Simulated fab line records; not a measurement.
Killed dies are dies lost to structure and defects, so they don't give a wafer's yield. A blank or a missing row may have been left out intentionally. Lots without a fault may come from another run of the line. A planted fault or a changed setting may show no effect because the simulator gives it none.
Which of the tools did it? + flow gf180mcu + 18 wafers sampled from 6 lots at 1 step of a route of 602

## WHAT THE GAUGES SHOWED, per wafer
GF_V3_BOW_MEAS_05.
| lot  | measured     | on           | V3_BOW (um) |
|------|--------------|--------------|-------------|
| L326 | day 21 17:28 | filmMetro-04 | 111 119 116 |
| L328 | day 22 11:32 | filmMetro-04 | 132 115 123 |
| L331 | day 23 14:20 | filmMetro-02 | 97 105 114  |
| L334 | day 24 11:47 | filmMetro-04 | 122 116 107 |
| L336 | day 25 09:51 | filmMetro-02 | 125 118 123 |
| L339 | day 26 06:07 | filmMetro-04 | 114 116 122 |

## EACH LOT AND THE TOOL THAT RAN IT (in order: tool; ch and the chambers of the sampled wafers; start)
There is no process step in the record ahead of these readings.

## THE ANSWER, worked out from the rows above alone
Rule: what is usual is taken from the lots themselves. Put in order of their means at a reading, lots are off if they are a third of the lots or fewer, leave a main group of 4 or more, and stand apart from it by a gap of 3 or more times the standard deviation of the main group's means; of several such gaps the widest counts. A main group whose means are all the same, to the digits that the tables above print for the reading, isn't used. Also off: a lot with no number at a reading for which 4 or more lots have one. All remaining lots with rows at the step are treated as sound.
Across all readings shown, no lot is off: no conclusion can be drawn from this.

## WHAT HAD BEEN PUT IN BY THE SIMULATOR
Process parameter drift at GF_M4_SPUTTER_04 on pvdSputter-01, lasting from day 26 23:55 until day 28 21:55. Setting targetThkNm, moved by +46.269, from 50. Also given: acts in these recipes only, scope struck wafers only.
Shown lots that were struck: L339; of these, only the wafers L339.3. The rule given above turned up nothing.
